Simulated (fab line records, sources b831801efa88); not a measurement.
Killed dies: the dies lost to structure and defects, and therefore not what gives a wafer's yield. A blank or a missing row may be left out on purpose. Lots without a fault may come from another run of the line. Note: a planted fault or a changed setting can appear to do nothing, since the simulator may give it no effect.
Which of the tools did it? || flow sky130 || 42 wafers from 14 lots sampled at 3 of the route's 708 steps

## WHAT THE GAUGES READ, wafer by wafer
SKY_CONTACT_THK_MEAS_01. Usual: CONTACT_CVD_00_THK 75.4 nm, standard deviation 1.3.
{"lot": "L260", "measured": "day 30 09:11", "on": "film-metro-01", "CONTACT_CVD_00_THK (nm)": "74.6 75.7 78.6", "flag": ""}
{"lot": "L261", "measured": "day 30 15:22", "on": "film-metro-03", "CONTACT_CVD_00_THK (nm)": "72.9 73.8 73.7", "flag": ""}
{"lot": "L263", "measured": "day 32 02:47", "on": "film-metro-03", "CONTACT_CVD_00_THK (nm)": "75.4 76.0 75.1", "flag": ""}
{"lot": "L267", "measured": "day 33 00:54", "on": "film-metro-01", "CONTACT_CVD_00_THK (nm)": "73.9 77.7 75.1", "flag": ""}
{"lot": "L268", "measured": "day 33 05:22", "on": "film-metro-03", "CONTACT_CVD_00_THK (nm)": "74.2 74.4 75.1", "flag": ""}
{"lot": "L269", "measured": "day 33 12:00", "on": "film-metro-03", "CONTACT_CVD_00_THK (nm)": "74.5 75.6 74.1", "flag": ""}
{"lot": "L273", "measured": "day 34 17:44", "on": "film-metro-04", "CONTACT_CVD_00_THK (nm)": "72.9 75.7 74.5", "flag": ""}
{"lot": "L275", "measured": "day 35 11:04", "on": "film-metro-01", "CONTACT_CVD_00_THK (nm)": "76.7 73.8 77.2", "flag": ""}
{"lot": "L276", "measured": "day 35 16:57", "on": "film-metro-03", "CONTACT_CVD_00_THK (nm)": "74.7 75.7 76.2", "flag": ""}
{"lot": "L277", "measured": "day 35 22:43", "on": "film-metro-03", "CONTACT_CVD_00_THK (nm)": "75.2 74.4 76.4", "flag": ""}
{"lot": "L278", "measured": "day 36 08:25", "on": "film-metro-04", "CONTACT_CVD_00_THK (nm)": "74.8 74.0 75.6", "flag": ""}
{"lot": "L279", "measured": "day 36 11:07", "on": "film-metro-04", "CONTACT_CVD_00_THK (nm)": "75.9 75.7 78.1", "flag": ""}
{"lot": "L280", "measured": "day 36 14:59", "on": "film-metro-03", "CONTACT_CVD_00_THK (nm)": "74.7 78.1 75.1", "flag": ""}
{"lot": "L282", "measured": "day 38 00:40", "on": "film-metro-01", "CONTACT_CVD_00_THK (nm)": "74.6 76.6 77.4", "flag": ""}

SKY_CONTACT_BOW_MEAS_05. Usual: CONTACT_BOW 81 um, standard deviation 7.4.
{"lot": "L260", "measured": "day 30 09:42", "on": "film-metro-01", "CONTACT_BOW (um)": "88 78 82", "flag": ""}
{"lot": "L261", "measured": "day 30 15:54", "on": "film-metro-04", "CONTACT_BOW (um)": "89 96 77", "flag": ""}
{"lot": "L263", "measured": "day 32 03:19", "on": "film-metro-03", "CONTACT_BOW (um)": "86 74 78", "flag": ""}
{"lot": "L267", "measured": "day 33 01:23", "on": "film-metro-01", "CONTACT_BOW (um)": "92 98 72", "flag": ""}
{"lot": "L268", "measured": "day 33 05:52", "on": "film-metro-01", "CONTACT_BOW (um)": "92 84 79", "flag": ""}
{"lot": "L269", "measured": "day 33 12:31", "on": "film-metro-04", "CONTACT_BOW (um)": "83 73 91", "flag": ""}
{"lot": "L273", "measured": "day 34 18:16", "on": "film-metro-03", "CONTACT_BOW (um)": "84 80 84", "flag": ""}
{"lot": "L275", "measured": "day 35 11:34", "on": "film-metro-01", "CONTACT_BOW (um)": "85 77 77", "flag": ""}
{"lot": "L276", "measured": "day 35 17:29", "on": "film-metro-01", "CONTACT_BOW (um)": "90 83 73", "flag": ""}
{"lot": "L277", "measured": "day 35 23:12", "on": "film-metro-03", "CONTACT_BOW (um)": "86 74 59", "flag": ""}
{"lot": "L278", "measured": "day 36 08:54", "on": "film-metro-01", "CONTACT_BOW (um)": "66 80 67", "flag": ""}
{"lot": "L279", "measured": "day 36 11:38", "on": "film-metro-03", "CONTACT_BOW (um)": "79 79 77", "flag": ""}
{"lot": "L280", "measured": "day 36 15:29", "on": "film-metro-01", "CONTACT_BOW (um)": "79 87 75", "flag": ""}
{"lot": "L282", "measured": "day 38 01:10", "on": "film-metro-04", "CONTACT_BOW (um)": "77 70 80", "flag": ""}

## WHAT TOOL EACH LOT RAN ON (gives the tool, then ch and the chambers of the sampled wafers, and finally the start)
{"lot": "L260", "SKY_CONTACT_CVD_00": "pecvd-02 ch 0,1,2, day 30 09:08"}
{"lot": "L261", "SKY_CONTACT_CVD_00": "pecvd-04 ch 1,2, day 30 15:19"}
{"lot": "L263", "SKY_CONTACT_CVD_00": "pecvd-03 ch 1,2, day 32 02:44"}
{"lot": "L267", "SKY_CONTACT_CVD_00": "pecvd-02 ch 0,1,2, day 33 00:52"}
{"lot": "L268", "SKY_CONTACT_CVD_00": "pecvd-02 ch 0,1, day 33 05:19"}
{"lot": "L269", "SKY_CONTACT_CVD_00": "pecvd-04 ch 0,1,2, day 33 11:57"}
{"lot": "L273", "SKY_CONTACT_CVD_00": "pecvd-04 ch 0,1,2, day 34 17:41"}
{"lot": "L275", "SKY_CONTACT_CVD_00": "pecvd-02 ch 0,2, day 35 11:02"}
{"lot": "L276", "SKY_CONTACT_CVD_00": "pecvd-02 ch 0,1, day 35 16:55"}
{"lot": "L277", "SKY_CONTACT_CVD_00": "pecvd-03 ch 0,2, day 35 22:40"}
{"lot": "L278", "SKY_CONTACT_CVD_00": "pecvd-04 ch 0,2, day 36 08:23"}
{"lot": "L279", "SKY_CONTACT_CVD_00": "pecvd-02 ch 1,2, day 36 11:04"}
{"lot": "L280", "SKY_CONTACT_CVD_00": "pecvd-02 ch 0,1,2, day 36 14:56"}
{"lot": "L282", "SKY_CONTACT_CVD_00": "pecvd-03 ch 0,1, day 38 00:38"}
- SKY_CONTACT_CVD_00: deposits Si3N4, target thk 75 nm.

## AS READ BY THE TOOLS THEMSELVES (means over the sampled wafers that have a number; for cases with no such wafer, the mark the record gives instead)
SKY_CONTACT_CVD_00. Usual: heater-power-w 757 W, standard deviation 84.
{"lot": "L260", "tool": "pecvd-02", "heater-power-w (W)": 764, "flag": ""}
{"lot": "L261", "tool": "pecvd-04", "heater-power-w (W)": 723, "flag": ""}
{"lot": "L263", "tool": "pecvd-03", "heater-power-w (W)": 864, "flag": ""}
{"lot": "L267", "tool": "pecvd-02", "heater-power-w (W)": 750, "flag": ""}
{"lot": "L268", "tool": "pecvd-02", "heater-power-w (W)": 747, "flag": ""}
{"lot": "L269", "tool": "pecvd-04", "heater-power-w (W)": 735, "flag": ""}
{"lot": "L273", "tool": "pecvd-04", "heater-power-w (W)": 766, "flag": ""}
{"lot": "L275", "tool": "pecvd-02", "heater-power-w (W)": 767, "flag": ""}
{"lot": "L276", "tool": "pecvd-02", "heater-power-w (W)": 727, "flag": ""}
{"lot": "L277", "tool": "pecvd-03", "heater-power-w (W)": 713, "flag": ""}
{"lot": "L278", "tool": "pecvd-04", "heater-power-w (W)": 824, "flag": ""}
{"lot": "L279", "tool": "pecvd-02", "heater-power-w (W)": 768, "flag": ""}
{"lot": "L280", "tool": "pecvd-02", "heater-power-w (W)": 773, "flag": ""}
{"lot": "L282", "tool": "pecvd-03", "heater-power-w (W)": 704, "flag": ""}

## THE ANSWER, worked out from the rows above alone
Rule: take the mean of a lot's wafers that have a number; if it is more than 3 standard deviations from the usual mean, the lot is off. Also off: a lot with no number at a reading for which 4 or more lots have one. All remaining lots with rows at the step are treated as sound. After the gauges, taken in route order, come the tools' own readings; for these a lot's mean is taken, as printed above. At the first step where some lot is off, the reading lying furthest off is the one used; lots without a number count as furthest.
Nothing can be told from this: no lot is off at any reading shown.

## WHAT THE SIMULATOR PUT IN
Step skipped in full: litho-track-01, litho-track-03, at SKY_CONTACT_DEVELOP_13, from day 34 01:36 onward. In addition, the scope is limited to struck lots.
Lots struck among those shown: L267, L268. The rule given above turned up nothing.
